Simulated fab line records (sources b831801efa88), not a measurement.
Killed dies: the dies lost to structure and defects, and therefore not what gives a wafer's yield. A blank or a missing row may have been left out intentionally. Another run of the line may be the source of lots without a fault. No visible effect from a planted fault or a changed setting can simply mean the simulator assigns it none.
fab line records	flow gf180mcu
[record] lots = 13	wafers = 39	lastDay = 34
route steps=602 shown HV_LDD@186 SALICIDE@281 CONTACT@288
lots that met no fault: from a run of the same line without faults
startH: start of the lot's first displayed wafer, in hours after the record's first day	waitH: hours from the lot's prior step to this one	" as in the row above	L1.1+2: a single row standing in for several wafers	- value missing, or start not given	* or withheld: withheld	< > ~ a bound
route shown NAME@n: NAME is a module with steps in the file, n the number in the route of the first one	usual: the fault-free wafers' mean and standard deviation	same: alike in all rows	chamber/n: place in a boat	sites: each site's reading	_std_site: standard deviation across them	_edge_site: outer sites' mean less inner sites'	radiusMm: for every site, how far away it sits from the centre of the wafer	mask NAME#n: copy n	behind: the last tool/chamber to shape the wafer	hold: why the lot was held/for how many hours/how that ended	device: transistor that didn't switch, given as n, p or np	end of line: the tests these same wafers got at the end of their route	a step without rows: its recipe alone	killed: at the first sort, the dies lost to defects and structure; wafer yield is something else	map: shows each die of a wafer: x if killed, . if not, _ if none is there
set.NAME: the setting the step ran with; set.NAME@STEP: the setting that earlier step ran with	model.NAME: the simulator's own value behind a step, which no gauge read
the route's steps for a sample of lots (tables are steps, rows are wafers)
services: when a tool's chamber went out of use (startH, in hours from the record's first day, below 0 if earlier), for how many hours, and the reason
[[steps]]
[step GF_HV_LDD_STRIP_10]
[recipe] chemistry = O2/N2	powerW = 1400	pressureMtorr = 1500	platenTempC = 250	o2FlowSccm = 3000	n2FlowSccm = 300	overashFraction = 0.5
[usual] drypumpMotorCurrentA = 5.7/0.31	heaterPowerW = 345/26	oesProductAu = 0.716/0.0044	stripTimeToEndpointS = 12.61/0.048
lot.wafer	tool	chamber	startH	waitH	drypumpMotorCurrentA	heaterPowerW	oesProductAu	rfHoursCounterH	stripTimeToEndpointS
L466.4	plasmaAsher-02	0	210.09	0.1	6.1	392	0.712	-	12.55
L466.5	"	1	"	"	6.0	313	0.722	-	12.57
L466.6	"	0	"	"	6.2	371	0.725	-	12.58
L468.2	plasmaAsher-01	0	231.54	0.1	5.8	378	0.714	56	12.57
L468.3	"	1	"	"	5.3	344	0.721	-	12.59
L468.4	"	0	"	"	5.8	379	0.719	-	12.56
L469.1	plasmaAsher-01	1	234.65	0.1	5.3	340	0.715	56	12.50
L469.2	"	0	"	"	5.8	370	0.715	56	12.55
L469.6	"	0	"	"	5.8	374	0.722	-	12.56
L470.1	plasmaAsher-02	1	246.22	0.1	5.9	320	0.717	13	12.71
L470.4	"	0	"	"	6.2	381	0.717	-	12.65
L470.5	"	1	"	"	6.0	310	0.718	-	12.65
L474.2	plasmaAsher-03	1	273.55	0.1	5.9	324	0.713	51	12.59
L474.5	"	0	"	"	5.5	313	0.717	-	12.59
L474.6	"	1	"	"	5.9	325	0.710	-	12.59
L475.1	plasmaAsher-03	0	279.74	0.1	5.4	324	0.720	52	12.56
L475.3	"	0	"	"	5.4	316	0.716	-	12.51
L475.4	"	1	"	"	5.8	329	0.715	-	12.57
L476.1	plasmaAsher-02	0	291.09	0.1	6.2	374	0.712	18	12.55
L476.3	"	0	"	"	6.2	376	0.722	-	12.54
L476.5	"	1	"	"	6.0	317	0.722	-	12.56
L480.2	plasmaAsher-03	1	321.19	0.1	5.8	328	0.715	57	12.56
L480.3	"	0	"	"	5.5	325	0.720	-	12.59
L480.5	"	1	"	"	5.9	326	0.721	-	12.56
L481.2	plasmaAsher-01	0	329.89	0.1	5.8	371	0.718	65	12.67
L481.3	"	0	"	"	5.8	374	0.719	-	12.69
L481.4	"	1	"	"	5.3	344	0.715	-	12.69
L482.2	plasmaAsher-02	0	331.98	0.1	6.1	379	0.719	22	12.68
L482.5	"	1	"	"	6.0	316	0.722	-	12.69
L482.6	"	0	"	"	6.2	368	0.718	-	12.65
L484.4	plasmaAsher-01	1	348.08	0.1	5.3	340	0.716	-	12.65
L484.5	"	1	"	"	5.3	341	0.713	-	12.65
L484.6	"	0	"	"	5.8	369	0.722	-	12.65
L488.2	plasmaAsher-03	0	379.43	0.1	5.4	331	0.716	63	12.63
L488.3	"	0	"	"	5.5	323	0.719	-	12.59
L488.4	"	1	"	"	5.9	326	0.717	-	12.58
L489.1	plasmaAsher-02	1	386.25	0.1	5.9	316	0.715	28	12.59
L489.5	"	0	"	"	6.2	388	0.705	-	12.62
L489.6	"	1	"	"	6.0	310	0.711	-	12.61
[step GF_HV_LDD_DEVELOP_45]
[recipe] developTimeS = 60	devTempC = 23
lot.wafer	tool	chamber	startH	waitH
L466.4+5+6	lithoTrack-04	0	266.40	0.1
L468.2+3+4	lithoTrack-03	0	289.26	0.1
L469.1+2+6	lithoTrack-02	0	293.05	0.1
L470.1+4+5	lithoTrack-03	0	305.79	0.1
L474.2+5+6	lithoTrack-04	0	336.10	0.1
L475.1+3+4	lithoTrack-03	0	342.79	0.1
L476.1+3+5	lithoTrack-04	0	354.13	0.1
L480.2+3+5	lithoTrack-03	0	389.06	0.1
L481.2+3+4	lithoTrack-03	0	395.96	0.1
L482.2+5+6	lithoTrack-02	0	399.97	0.1
L484.4+5+6	lithoTrack-03	0	415.86	0.1
L488.2+3+4	lithoTrack-04	0	450.45	0.1
L489.1+5+6	lithoTrack-04	0	458.38	0.1
[step GF_HV_LDD_CD_MEAS_46]
[recipe] targetCdNm = 400
[usual] cdNm = 399.5/2.6
lot.wafer	tool	chamber	startH	waitH	cdNm
L466.4	cdSem-02	-	266.54	0.1	403.1
L466.5	"	-	"	"	402.4
L466.6	"	-	"	"	400.7
L468.2	cdSem-01	-	289.41	0.1	401.1
L468.3	"	-	"	"	398.6
L468.4	"	-	"	"	401.6
L469.1	cdSem-02	-	293.20	0.1	400.6
L469.2	"	-	"	"	400.0
L469.6	"	-	"	"	401.2
L470.1	cdSem-01	-	305.94	0.1	405.9
L470.4	"	-	"	"	406.5
L470.5	"	-	"	"	405.0
L474.2	cdSem-02	-	336.25	0.1	398.6
L474.5	"	-	"	"	401.2
L474.6	"	-	"	"	400.7
L475.1	cdSem-02	-	342.94	0.1	398.9
L475.3	"	-	"	"	396.0
L475.4	"	-	"	"	398.9
L476.1	cdSem-02	-	354.28	0.1	399.4
L476.3	"	-	"	"	398.8
L476.5	"	-	"	"	400.8
L480.2	cdSem-02	-	389.21	0.1	399.3
L480.3	"	-	"	"	399.6
L480.5	"	-	"	"	400.0
L481.2	cdSem-02	-	396.11	0.1	410.5
L481.3	"	-	"	"	411.4
L481.4	"	-	"	"	410.5
L482.2	cdSem-01	-	400.11	0.1	398.4
L482.5	"	-	"	"	398.5
L482.6	"	-	"	"	397.2
L484.4	cdSem-01	-	416.00	0.1	407.9
L484.5	"	-	"	"	404.2
L484.6	"	-	"	"	406.0
L488.2	cdSem-02	-	450.60	0.1	397.6
L488.3	"	-	"	"	397.2
L488.4	"	-	"	"	397.8
L489.1	cdSem-02	-	458.53	0.1	401.3
L489.5	"	-	"	"	401.9
L489.6	"	-	"	"	400.9
[step GF_SALICIDE_SPUTTER_03]
[recipe] material = TiN	targetThkNm = 20	powerW = 6500	timeS = 16.92	chamberPressurePa = 0.4
[usual] throttleValvePct = 29.9/0.93
lot.wafer	tool	chamber	startH	waitH	throttleValvePct
L466.4	pvdSputter-01	-	333.96	0.0	28.3
L466.5	"	-	"	"	30.0
L466.6	"	-	"	"	30.0
L468.2	pvdSputter-01	-	357.51	0.0	28.6
L468.3	"	-	"	"	29.7
L468.4	"	-	"	"	28.4
L469.1	pvdSputter-04	-	360.32	0.0	29.3
L469.2	"	-	"	"	28.8
L469.6	"	-	"	"	31.8
L470.1	pvdSputter-02	-	375.11	0.0	29.8
L470.4	"	-	"	"	30.0
L470.5	"	-	"	"	29.8
L474.2	pvdSputter-02	-	406.61	0.0	29.9
L474.5	"	-	"	"	31.2
L474.6	"	-	"	"	29.6
L475.1	pvdSputter-02	-	413.53	0.0	29.9
L475.3	"	-	"	"	29.7
L475.4	"	-	"	"	29.5
L476.1	pvdSputter-01	-	427.53	0.0	30.0
L476.3	"	-	"	"	28.6
L476.5	"	-	"	"	29.5
L480.2	pvdSputter-02	-	465.69	0.0	29.4
L480.3	"	-	"	"	29.9
L480.5	"	-	"	"	29.6
L481.2	pvdSputter-02	-	473.08	0.0	29.5
L481.3	"	-	"	"	29.6
L481.4	"	-	"	"	29.4
L482.2	pvdSputter-04	-	477.08	0.0	29.0
L482.5	"	-	"	"	28.8
L482.6	"	-	"	"	29.4
L484.4	pvdSputter-04	-	493.96	0.0	29.3
L484.5	"	-	"	"	31.9
L484.6	"	-	"	"	29.6
L488.2	pvdSputter-01	-	528.10	0.0	28.6
L488.3	"	-	"	"	29.8
L488.4	"	-	"	"	28.3
L489.1	pvdSputter-01	-	534.50	0.0	30.1
L489.5	"	-	"	"	28.8
L489.6	"	-	"	"	28.3
[step GF_CONTACT_THK_MEAS_01]
[recipe] reads = SiO2_of_CONTACT_CVD_00
[usual] CONTACT_CVD_00_THK = 300/3.5
lot.wafer	tool	chamber	startH	waitH	CONTACT_CVD_00_THK[nm]
L466.4	filmMetro-02	-	334.54	0.0	299
L466.5	"	-	"	"	295
L466.6	"	-	"	"	294
L468.2	filmMetro-02	-	358.06	0.0	297
L468.3	"	-	"	"	305
L468.4	"	-	"	"	302
L469.1	filmMetro-01	-	361.06	0.0	302
L469.2	"	-	"	"	304
L469.6	"	-	"	"	300
L470.1	filmMetro-01	-	375.75	0.0	296
L470.4	"	-	"	"	299
L470.5	"	-	"	"	300
L474.2	filmMetro-02	-	407.29	0.1	302
L474.5	"	-	"	"	305
L474.6	"	-	"	"	303
L475.1	filmMetro-02	-	414.17	0.0	297
L475.3	"	-	"	"	297
L475.4	"	-	"	"	294
L476.1	filmMetro-01	-	428.07	0.0	299
L476.3	"	-	"	"	298
L476.5	"	-	"	"	299
L480.2	filmMetro-03	-	466.24	0.0	300
L480.3	"	-	"	"	296
L480.5	"	-	"	"	293
L481.2	filmMetro-02	-	473.64	0.0	299
L481.3	"	-	"	"	299
L481.4	"	-	"	"	301
L482.2	filmMetro-01	-	477.64	0.0	297
L482.5	"	-	"	"	295
L482.6	"	-	"	"	300
L484.4	filmMetro-01	-	494.53	0.0	299
L484.5	"	-	"	"	296
L484.6	"	-	"	"	298
L488.2	filmMetro-02	-	528.65	0.0	303
L488.3	"	-	"	"	305
L488.4	"	-	"	"	305
L489.1	filmMetro-02	-	535.04	0.0	302
L489.5	"	-	"	"	300
L489.6	"	-	"	"	296
[[services]]
tool	chamber	startH	hours	kind
pvdSputter-02	-	212.57	2.2	repair
pvdSputter-04	0	223.17	-	consumableReplace:kit
pvdSputter-04	0	223.17	18.0	scheduledDown
pvdSputter-04	0	223.17	18.0	ventCycle
pvdSputter-01	1	231.86	-	consumableReplace:kit
pvdSputter-01	1	231.86	18.0	scheduledDown
pvdSputter-01	1	231.86	18.0	ventCycle
pvdSputter-02	-	233.63	1.5	repair
lithoTrack-04	-	245.76	-	consumableReplace:filter
pvdSputter-04	3	306.39	-	consumableReplace:kit
pvdSputter-01	-	310.48	1.2	repair
pvdSputter-02	0	330.45	-	consumableReplace:kit
pvdSputter-02	0	330.45	18.0	scheduledDown
pvdSputter-02	0	330.45	18.0	ventCycle
pvdSputter-01	0	363.72	-	consumableReplace:kit
pvdSputter-01	0	363.72	18.0	scheduledDown
pvdSputter-01	0	363.72	18.0	ventCycle
pvdSputter-04	-	381.56	6.6	repair
pvdSputter-04	-	398.23	2.0	repair
pvdSputter-02	-	400.02	2.0	repair
pvdSputter-04	-	430.73	1.4	repair
plasmaAsher-02	-	472.42	1.8	repair
pvdSputter-01	-	486.16	3.1	repair
plasmaAsher-03	-	517.88	13.3	repair
[[key]]
[firstSign] step = GF_HV_LDD_CD_MEAS_46	reading = cdNm	direction = up	sigmas = 3.4	usual = 399.5	struck = 408.4
effect none on later readings
metAt GF_HV_LDD_DEVELOP_45
struckLots L481,L484
testerLeftOut L481,L484
notActingAt GF_HV_LDD_STRIP_10,GF_SALICIDE_SPUTTER_03,GF_CONTACT_THK_MEAS_01
onsetBetween 389.06 395.96
[fault] kind = processParameterDrift	tool = lithoTrack-03	chamber = -	onsetH = 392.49	steps = GF_HV_LDD_DEVELOP_45	channel = developTimeS	offset = *	shape = step	endH = 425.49	actsIn = *	stated = *
// testerLeftOut: of these lots the tester's yield and bins aren't shown, on N5 and GAA mostly nor the transistor test; their killed dies are dies lost to structure and defects alone, not to doping, threshold or leakage, so they don't give the yield
